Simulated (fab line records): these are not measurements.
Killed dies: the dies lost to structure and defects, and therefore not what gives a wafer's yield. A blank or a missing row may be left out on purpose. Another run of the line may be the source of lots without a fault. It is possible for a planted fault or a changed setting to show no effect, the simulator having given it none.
fab line records	flow gf180mcu
record lots=13	wafers=37	lastDay=34
route steps=602 shown VT_IMPLANT@119 HV_LDD@209
lots untouched by any fault: they come from a run of this same line in which no faults occurred
startH: hours from the record's opening day to when the first of the lot's shown wafers began	waitH: time in hours since the lot's previous step	" same as the row above	L1.1+2: a row that stands for several wafers	- no value present, or no start provided	* or withheld: withheld	< > ~ a bound
route shown NAME@n: names a module that has steps shown in the file, with the first one's number in the route	usual: mean/standard deviation taken from wafers without a fault	same: alike in all rows	chamber/n: place in a boat	sites: per-site readings	_std_site: standard deviation across them	_edge_site: inner sites' mean taken away from outer sites' mean	radiusMm: how far each site lies from the wafer's centre	mask NAME#n: copy n	behind: the last tool/chamber to shape the wafer	hold: why the lot was held/for how many hours/how that ended	device: whichever transistor did not switch (one of n, p or np)	end of line: the tests these same wafers got at the end of their route	step lacking rows: just its recipe	killed: dies lost to structure and defects at the first sort, not the wafer's yield	map: a wafer's dies, x killed, . not, _ none there
set.NAME: setting as actually run; set.NAME@STEP: the setting as run at that earlier step	model.NAME: the simulator's own value behind a step, which no gauge read
steps of the route over a sample of lots; a table a step, a row a wafer
services: the hour from which a tool's chamber was out of use, counted from the record's first day as startH (under 0 if before that day), plus the number of hours and why
## steps
# step GF_VT_IMPLANT_OVL_MEAS_29
# usual VT_IMPLANT_02_OVL=-0.4/1.4
lot.wafer	tool	chamber	startH	waitH	VT_IMPLANT_02_OVL[nm]
L486.2	overlay-02	-	141.75	0.1	-0.6
L486.4	"	-	"	"	-0.5
L486.5	"	-	"	"	-1.1
L487.1	overlay-02	-	148.46	0.1	0.9
L487.3	"	-	"	"	-1.4
L487.6	"	-	"	"	0.6
L488.1	overlay-01	-	154.44	0.1	2.1
L488.2	"	-	"	"	1.9
L488.5	"	-	"	"	0.9
L490.1	overlay-02	-	168.34	0.1	-1.5
L490.4	"	-	"	"	-0.2
L490.5	"	-	"	"	-1.9
L491.1	overlay-02	-	175.39	0.1	-0.6
L491.5	"	-	"	"	-0.7
L491.6	"	-	"	"	0.5
L492.2	overlay-01	-	178.51	0.1	0.5
L492.4	"	-	"	"	1.0
L492.6	"	-	"	"	0.7
L493.3	overlay-02	-	185.07	0.1	-3.1
L493.5	"	-	"	"	-2.5
L493.6	"	-	"	"	0.1
L494.2	overlay-02	-	192.45	0.1	-0.5
L494.3	"	-	"	"	0.9
L494.6	"	-	"	"	-1.9
L495.2	overlay-01	-	200.41	0.1	2.8
L495.5	"	-	"	"	2.2
L495.6	"	-	"	"	0.9
L501.2	overlay-01	-	238.91	0.1	0.5
L501.5	"	-	"	"	0.9
L504.1	overlay-02	-	258.76	0.1	-1.4
L504.2	"	-	"	"	-0.9
L505.1	overlay-02	-	264.55	0.1	1.0
L505.2	"	-	"	"	0.5
L505.5	"	-	"	"	-1.4
L509.2	overlay-01	-	289.91	0.1	0.3
L509.4	"	-	"	"	1.3
L509.5	"	-	"	"	0.0
# step GF_VT_IMPLANT_STRIP_42
# recipe chemistry=O2/N2	powerW=1400	pressureMtorr=1500	platenTempC=250	o2FlowSccm=3000	n2FlowSccm=300	overashFraction=0.5
# usual chamberPressureMTorr=1500.1/1.5	drypumpMotorCurrentA=5.8/0.39	heaterPowerW=315/20	n2FlowSccm=300.0/0.93	oesProductAu=0.716/0.0041	stripTimeToEndpointS=12.63/0.031
lot.wafer	tool	chamber	startH	waitH	chamberPressureMTorr	drypumpMotorCurrentA	heaterPowerW	n2FlowSccm	oesProductAu	rfHoursCounterH	stripTimeToEndpointS
L486.2	plasmaAsher-03	1	158.24	0.1	1499.3	5.8	336	299.7	0.727	52	12.59
L486.4	"	0	"	"	1500.6	6.0	303	302.0	0.713	-	12.63
L486.5	"	0	"	"	1497.8	6.0	307	300.2	0.711	-	12.62
L487.1	plasmaAsher-03	0	164.49	0.1	1500.4	6.0	311	299.8	0.716	53	12.63
L487.3	"	0	"	"	1501.4	6.0	304	299.7	0.708	-	12.65
L487.6	"	1	"	"	1501.4	5.8	333	300.5	0.710	-	12.66
L488.1	plasmaAsher-03	1	171.19	0.1	1500.5	5.8	325	299.4	0.710	53	12.64
L488.2	"	0	"	"	1498.0	6.0	305	300.2	0.716	53	12.65
L488.5	"	0	"	"	1499.5	6.0	305	300.2	0.715	-	12.65
L490.1	plasmaAsher-01	1	185.29	0.1	1501.2	5.8	332	300.8	0.711	55	12.67
L490.4	"	1	"	"	1499.2	5.8	344	300.8	0.716	-	12.61
L490.5	"	0	"	"	1500.3	5.9	282	300.4	0.724	-	12.64
L491.1	plasmaAsher-01	0	192.69	0.1	1497.6	6.0	276	300.2	0.712	56	12.61
L491.5	"	0	"	"	1500.9	6.0	278	299.9	0.715	-	12.61
L491.6	"	1	"	"	1500.8	5.8	344	300.8	0.711	-	12.61
L492.2	plasmaAsher-01	0	195.29	0.1	1499.4	5.9	279	297.9	0.717	56	12.61
L492.4	"	0	"	"	1501.2	6.0	278	299.8	0.716	-	12.64
L492.6	"	1	"	"	1503.9	5.8	334	298.0	0.713	-	12.58
L493.3	plasmaAsher-01	0	202.83	0.1	1500.5	6.0	281	299.3	0.712	-	12.64
L493.5	"	0	"	"	1499.9	5.9	269	299.3	0.715	-	12.70
L493.6	"	1	"	"	1499.6	5.8	342	300.9	0.717	-	12.66
L494.2	plasmaAsher-04	0	209.73	0.1	1500.7	6.3	328	298.3	0.712	9	12.65
L494.3	"	1	"	"	1500.2	4.9	296	297.7	0.720	-	12.62
L494.6	"	0	"	"	1500.9	6.2	333	299.1	0.718	-	12.64
L495.2	plasmaAsher-03	0	217.89	0.1	1499.2	6.0	309	299.1	0.714	58	12.62
L495.5	"	0	"	"	1499.9	6.0	307	299.5	0.717	-	12.64
L495.6	"	1	"	"	1501.2	5.8	322	298.8	0.712	-	12.56
L501.2	plasmaAsher-01	1	256.74	0.1	1502.3	5.9	351	299.2	0.720	61	12.59
L501.5	"	0	"	"	1497.4	6.0	276	299.3	0.714	-	12.59
L504.1	plasmaAsher-04	0	278.04	0.1	1501.9	6.3	328	299.7	0.712	17	12.62
L504.2	"	1	"	"	1501.5	4.9	303	298.3	0.722	17	12.65
L505.1	plasmaAsher-04	0	283.84	0.1	1500.6	6.3	328	300.3	0.713	18	12.68
L505.2	"	1	"	"	1500.3	5.0	307	299.4	0.716	18	12.66
L505.5	"	1	"	"	1500.0	5.0	296	299.2	0.715	-	12.68
L509.2	plasmaAsher-03	1	311.08	0.1	1498.9	5.8	332	299.3	0.719	67	12.66
L509.4	"	1	"	"	1498.8	5.8	328	299.3	0.715	-	12.60
L509.5	"	0	"	"	1498.7	6.0	306	300.7	0.712	-	12.66
# step GF_VT_IMPLANT_TW_MEAS_43
# usual VT_IMPLANT_4_TW=684/5.9
lot.wafer	tool	chamber	startH	waitH	VT_IMPLANT_4_TW
L486.2	filmMetro-01	-	158.35	0.1	672
L486.4	"	-	"	"	675
L486.5	"	-	"	"	669
L487.1	filmMetro-02	-	164.61	0.1	685
L487.3	"	-	"	"	688
L487.6	"	-	"	"	687
L488.1	filmMetro-02	-	171.29	0.1	687
L488.2	"	-	"	"	691
L488.5	"	-	"	"	687
L490.1	filmMetro-01	-	185.39	0.1	682
L490.4	"	-	"	"	682
L490.5	"	-	"	"	680
L491.1	filmMetro-04	-	192.79	0.1	689
L491.5	"	-	"	"	687
L491.6	"	-	"	"	690
L492.2	filmMetro-01	-	195.40	0.1	683
L492.4	"	-	"	"	685
L492.6	"	-	"	"	682
L493.3	filmMetro-04	-	202.91	0.1	688
L493.5	"	-	"	"	689
L493.6	"	-	"	"	689
L494.2	filmMetro-02	-	209.84	0.1	684
L494.3	"	-	"	"	684
L494.6	"	-	"	"	684
L495.2	filmMetro-02	-	218.00	0.1	689
L495.5	"	-	"	"	685
L495.6	"	-	"	"	690
L501.2	filmMetro-04	-	256.85	0.1	689
L501.5	"	-	"	"	688
L504.1	filmMetro-01	-	278.14	0.1	678
L504.2	"	-	"	"	676
L505.1	filmMetro-01	-	283.94	0.1	681
L505.2	"	-	"	"	677
L505.5	"	-	"	"	677
L509.2	filmMetro-01	-	311.19	0.1	676
L509.4	"	-	"	"	677
L509.5	"	-	"	"	677
# step GF_HV_LDD_IMPLANT_33
# recipe species=P	energyKev=60	doseCm2=7.5e+12	tiltDeg=30	rotationDeg=0
# usual beamOnS=10.02/0.21	faradayCurrentUA=42.2/0.89
lot.wafer	tool	chamber	startH	waitH	beamOnS	faradayCurrentUA
L486.2	implanter-02	0	252.98	0.0	10.07	41.9
L486.4	"	0	"	"	10.21	41.6
L486.5	"	0	"	"	9.98	42.1
L487.1	implanter-03	0	260.31	0.0	9.96	42.3
L487.3	"	0	"	"	10.01	42.3
L487.6	"	0	"	"	10.22	41.2
L488.1	implanter-03	0	270.20	0.0	10.08	42.2
L488.2	"	0	"	"	10.17	41.7
L488.5	"	0	"	"	9.95	42.6
L490.1	implanter-01	0	287.10	0.0	9.88	42.8
L490.4	"	0	"	"	10.17	41.8
L490.5	"	0	"	"	9.76	43.3
L491.1	implanter-02	0	292.66	0.0	10.12	41.8
L491.5	"	0	"	"	9.99	42.1
L491.6	"	0	"	"	10.26	41.3
L492.2	implanter-03	0	297.38	0.0	9.92	42.5
L492.4	"	0	"	"	9.66	43.8
L492.6	"	0	"	"	10.47	40.4
L493.3	implanter-01	0	307.45	0.1	10.20	41.2
L493.5	"	0	"	"	10.37	40.8
L493.6	"	0	"	"	10.18	41.7
L494.2	implanter-02	0	316.23	0.0	10.20	41.5
L494.3	"	0	"	"	9.90	42.8
L494.6	"	0	"	"	10.22	41.2
L495.2	implanter-01	0	325.47	0.0	10.06	41.9
L495.5	"	0	"	"	10.11	41.9
L495.6	"	0	"	"	10.21	41.6
L501.2	implanter-03	0	372.08	0.0	8.43	50.4
L501.5	"	0	"	"	8.44	50.4
L504.1	implanter-03	0	394.11	0.0	10.00	42.3
L504.2	"	0	"	"	8.37	50.7
L505.1	implanter-03	0	404.05	0.0	9.76	43.4
L505.2	"	0	"	"	8.83	47.8
L505.5	"	0	"	"	8.05	52.8
L509.2	implanter-02	0	435.17	0.0	10.16	41.6
L509.4	"	0	"	"	9.85	42.8
L509.5	"	0	"	"	9.98	42.5
# step GF_HV_LDD_RS_MEAS_53
# recipe thkMeasGauge=four-point-probe
# usual HV_LDD_RS=418.2/0.8
lot.wafer	tool	chamber	startH	waitH	HV_LDD_RS[ohm/sq]
L486.2	filmMetro-04	-	273.51	0.1	418.2
L486.4	"	-	"	"	418.0
L486.5	"	-	"	"	417.7
L487.1	filmMetro-03	-	281.08	0.1	417.9
L487.3	"	-	"	"	417.5
L487.6	"	-	"	"	418.1
L488.1	filmMetro-02	-	290.75	0.1	419.4
L488.2	"	-	"	"	418.3
L488.5	"	-	"	"	418.6
L490.1	filmMetro-04	-	307.89	0.1	418.6
L490.4	"	-	"	"	419.4
L490.5	"	-	"	"	417.7
L491.1	filmMetro-02	-	314.13	0.1	419.1
L491.5	"	-	"	"	418.7
L491.6	"	-	"	"	417.7
L492.2	filmMetro-03	-	319.16	0.1	418.5
L492.4	"	-	"	"	418.2
L492.6	"	-	"	"	416.8
L493.3	filmMetro-03	-	329.57	0.1	418.4
L493.5	"	-	"	"	418.6
L493.6	"	-	"	"	418.4
L494.2	filmMetro-02	-	337.81	0.1	417.7
L494.3	"	-	"	"	418.0
L494.6	"	-	"	"	417.8
L495.2	filmMetro-02	-	347.75	0.1	416.8
L495.5	"	-	"	"	417.3
L495.6	"	-	"	"	417.2
L501.2	filmMetro-02	-	395.61	0.1	422.2
L501.5	"	-	"	"	421.8
L504.1	filmMetro-04	-	418.72	0.1	418.4
L504.2	"	-	"	"	421.2
L505.1	filmMetro-02	-	429.08	0.1	418.1
L505.2	"	-	"	"	421.3
L505.5	"	-	"	"	420.8
L509.2	filmMetro-03	-	460.55	0.1	419.2
L509.4	"	-	"	"	417.8
L509.5	"	-	"	"	418.7
## services
tool	chamber	startH	hours	kind
implanter-02	-	135.17	5.1	repair
implanter-03	-	152.74	6.0	repair
implanter-03	-	169.54	2.3	repair
implanter-02	-	179.69	1.1	repair
implanter-01	-	183.09	2.7	pm
plasmaAsher-04	-	192.74	7.2	pm
plasmaAsher-01	-	207.17	0.4	repair
plasmaAsher-03	-	209.87	7.9	repair
implanter-02	-	233.29	1.2	repair
plasmaAsher-01	-	235.80	19.2	repair
implanter-01	-	250.47	0.7	repair
implanter-02	-	268.03	0.6	repair
implanter-02	-	305.85	0.7	repair
implanter-02	-	317.33	1.8	repair
plasmaAsher-01	-	319.44	1.3	repair
plasmaAsher-04	-	354.91	0.9	repair
implanter-03	-	380.24	5.6	pm
plasmaAsher-01	-	399.38	0.5	repair
plasmaAsher-04	-	416.50	0.6	repair
plasmaAsher-03	-	421.25	9.0	pm
plasmaAsher-03	0	421.25	9.0	ventCycle
plasmaAsher-03	1	421.25	9.0	ventCycle
implanter-01	-	423.03	3.1	repair
plasmaAsher-03	-	424.39	1.2	repair
## key
firstSign step=GF_HV_LDD_IMPLANT_33	reading=faradayCurrentUA	direction=up	sigmas=9.1	usual=42.2	struck=50.4
effect step=GF_HV_LDD_IMPLANT_33	reading=beamOnS	direction=down	sigmas=7.6	usual=10.02	struck=8.42
effect step=GF_HV_LDD_RS_MEAS_53	reading=HV_LDD_RS	direction=up	sigmas=4	usual=418.2	struck=421.5
metAt GF_HV_LDD_IMPLANT_33
struckLots L501,L504,L505
struckWafers L501.2,L501.5,L504.2,L505.2,L505.5
testerLeftOut L501,L504,L505
notActingAt GF_VT_IMPLANT_OVL_MEAS_29,GF_VT_IMPLANT_STRIP_42,GF_VT_IMPLANT_TW_MEAS_43
onsetBetween 297.38 372.08
fault kind=processParameterDrift	tool=implanter-03	chamber=-	onsetH=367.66	steps=GF_HV_LDD_IMPLANT_33	channel=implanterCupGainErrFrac	offset=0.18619	shape=step	endH=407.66	scope=struckWafersOnly
# testerLeftOut: of these lots the tester's yield and bins aren't shown, on N5 and GAA mostly nor the transistor test; their killed dies are dies lost to structure and defects alone, not to doping, threshold or leakage, so they don't give the yield
